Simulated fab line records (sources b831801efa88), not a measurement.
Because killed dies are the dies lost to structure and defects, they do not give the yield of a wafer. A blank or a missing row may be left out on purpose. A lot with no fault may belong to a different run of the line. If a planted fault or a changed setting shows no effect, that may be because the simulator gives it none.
Which tool is to blame? | flow sky130 | 33 wafers from 11 lots sampled at 4 of the route's 708 steps

## WHAT EACH GAUGE READ, for each wafer
SKY_METAL5_RS_MEAS_05: measurement is done with a four-point probe.
lot  | measured     | on            | METAL5_ALCU_RS (ohm/sq)
L185 | day 42 16:29 | film metro-04 | 0.0268 0.02676 0.02687
L186 | day 43 04:58 | film metro-01 | 0.02718 0.0274 0.02734
L189 | day 44 06:59 | film metro-01 | 0.02691 0.02692 0.02694
L190 | day 44 10:40 | film metro-01 | 0.027 0.02712 0.02726
L193 | day 45 00:44 | film metro-01 | 0.0271 0.02718 0.02724
L194 | day 45 06:53 | film metro-01 | 0.02754 0.02765 0.02776
L196 | day 45 20:17 | film metro-01 | 0.02726 0.02753 0.02724
L197 | day 46 06:05 | film metro-04 | 0.02686 0.02705 0.02695
L200 | day 46 18:22 | film metro-02 | 0.02668 0.02696 0.02672
L206 | day 48 03:35 | film metro-01 | 0.02711 0.02704 0.02695
L207 | day 48 07:27 | film metro-04 | 0.02694 0.02707 0.0269

## TOOL THAT RAN EACH LOT (tool first, then ch and the chambers of the sampled wafers, then the start)
lot  | SKY_VIA4_STRIP_13                    | SKY_VIA4_CMP_21               | SKY_METAL5_SPUTTER_04
L185 | plasma asher-03 ch 0,1, day 42 14:59 | cmp-02 ch 1,3, day 42 15:58   | pvd sputter-04, day 42 16:23
L186 | plasma asher-04 ch 0, day 43 03:29   | cmp-02 ch 0,1,3, day 43 04:34 | pvd sputter-04, day 43 04:53
L189 | plasma asher-03 ch 0,1, day 44 05:05 | cmp-01 ch 0,1,3, day 44 06:31 | pvd sputter-03, day 44 06:56
L190 | plasma asher-02 ch 0,1, day 44 08:49 | cmp-02 ch 0,1,3, day 44 10:22 | pvd sputter-02, day 44 10:37
L193 | plasma asher-03 ch 0,1, day 44 23:03 | cmp-02 ch 1,2,3, day 45 00:17 | pvd sputter-04, day 45 00:39
L194 | plasma asher-04 ch 0,1, day 45 05:08 | cmp-02 ch 1,2,3, day 45 06:29 | pvd sputter-02, day 45 06:48
L196 | plasma asher-03 ch 0,1, day 45 18:47 | cmp-01 ch 0,2,3, day 45 19:58 | pvd sputter-04, day 45 20:14
L197 | plasma asher-03 ch 0,1, day 46 04:35 | cmp-02 ch 0,1,2, day 46 05:41 | pvd sputter-04, day 46 06:02
L200 | plasma asher-03 ch 0,1, day 46 16:52 | cmp-02 ch 0,1,3, day 46 18:00 | pvd sputter-02, day 46 18:16
L206 | plasma asher-04 ch 0,1, day 48 02:05 | cmp-02 ch 0,1,2, day 48 03:13 | pvd sputter-04, day 48 03:32
L207 | plasma asher-02 ch 0,1, day 48 05:22 | cmp-02 ch 0,2,3, day 48 07:02 | pvd sputter-02, day 48 07:24
- SKY_VIA4_STRIP_13: strips in O2/N2.
- SKY_VIA4_CMP_21: polishes, stops on SiO2, t overpolish 25 s, target thk 0 nm.
- SKY_METAL5_SPUTTER_04: material TiN, target thk 70 nm, time 58.3 s.

## THE ANSWER, worked out from the rows above alone
Rule: what is usual is taken from the lots themselves. The widest of any qualifying gaps counts: lots, ordered by their means at a reading, are off when they make up no more than a third of the lots, leave a main group of 4 or more, and stand apart from it by 3 or more times the standard deviation of that group's means. If all means in a main group match to the digits the tables above print for the reading, that group is not used. Also off: a lot with no number at a reading for which 4 or more lots have one. All remaining lots with rows at the step are treated as sound.
None of the lots is off at any reading shown; this tells nothing.

## WHAT THE SIMULATOR HAD INSERTED
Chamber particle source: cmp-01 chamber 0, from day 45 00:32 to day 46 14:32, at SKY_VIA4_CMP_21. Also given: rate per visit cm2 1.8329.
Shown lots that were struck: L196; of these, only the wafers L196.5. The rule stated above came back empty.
